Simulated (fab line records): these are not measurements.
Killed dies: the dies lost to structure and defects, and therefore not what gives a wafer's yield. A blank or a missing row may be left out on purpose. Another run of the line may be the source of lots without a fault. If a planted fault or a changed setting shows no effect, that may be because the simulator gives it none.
One fault seen from 2 desks || flow sky130 || numbers are kept per desk, each desk with only its own; the story behind them comes last

TOOL OWNER'S DESK, cmp-01
The tool's own readings at SKY_VIA4_CMP_21 (polishes, stops on SiO2, t overpolish 25 s, target thk 0 nm): means of the sampled wafers that have a number, for each lot that ran on this tool. A lot is out of limits, marked OUT, if its mean lies more than 4 standard deviations from the usual mean; the brackets give that distance.
Columns: A = edge_zone_pressure_frac at SKY_VIA4_CMP_21, usual 1.000; B = head_pressure_psi at SKY_VIA4_CMP_21, usual 3.500 psi; C = motor_current_A at SKY_VIA4_CMP_21, usual 11.6 A; D = overpolish_run_s at SKY_VIA4_CMP_21, usual 25.001 s; E = time_to_endpoint_s at SKY_VIA4_CMP_21, usual 125 s
{"lot": "L151", "first seen here": "day 42 23:13", "A": 0.992, "B": 3.502, "C": 11.4, "D": 25.008, "E": 130}
{"lot": "L152", "first seen here": "day 43 01:09", "A": 0.999, "B": 3.506, "C": 10.2, "D": 25.005, "E": 131}
{"lot": "L153", "first seen here": "day 43 05:19", "A": 1.001, "B": 3.511, "C": 11.3, "D": 25.003, "E": 126}
{"lot": "L155", "first seen here": "day 43 07:01", "A": 0.998, "B": 3.496, "C": 11.3, "D": 25.000, "E": 122}
{"lot": "L168", "first seen here": "day 47 08:59", "A": 1.003, "B": 3.503, "C": 12.2, "D": 25.003, "E": 126}
{"lot": "L167", "first seen here": "day 47 10:33", "A": 0.996, "B": 3.507, "C": 11.3, "D": 24.999, "E": 127}
{"lot": "L170", "first seen here": "day 47 13:27", "A": 0.998, "B": 3.505, "C": 11.8, "D": 25.003, "E": 130}
This desk's finding: nothing out of limits on any of the 7 lots.

THE METROLOGY DESK
What the gauges read, lot by lot, whatever tool the lot ran on: means of the sampled wafers that have a number. A lot is out of limits, marked OUT, if its mean lies more than 4 standard deviations from the usual mean; the brackets give that distance.
Columns: A = PASSIVATION_CVD_00_THK at SKY_PASSIVATION_THK_MEAS_01, usual 89.8 nm
{"lot": "L151", "first seen here": "day 43 23:15", "A": 88.8}
{"lot": "L152", "first seen here": "day 44 00:57", "A": 89.0}
{"lot": "L153", "first seen here": "day 44 05:53", "A": 90.4}
{"lot": "L155", "first seen here": "day 44 06:31", "A": 90.5}
{"lot": "L168", "first seen here": "day 48 05:30", "A": 89.5}
{"lot": "L169", "first seen here": "day 48 06:57", "A": 89.0}
{"lot": "L167", "first seen here": "day 48 07:10", "A": 90.2}
{"lot": "L170", "first seen here": "day 48 09:06", "A": 89.9}
{"lot": "L172", "first seen here": "day 48 20:57", "A": 91.2}
This desk's finding: nothing out of limits on any of the 9 lots.

ALL TOGETHER
The desk of the tool owner found nothing out of limits.
The metrology desk saw nothing out of limits.

WHAT THE SIMULATOR HAD PUT IN
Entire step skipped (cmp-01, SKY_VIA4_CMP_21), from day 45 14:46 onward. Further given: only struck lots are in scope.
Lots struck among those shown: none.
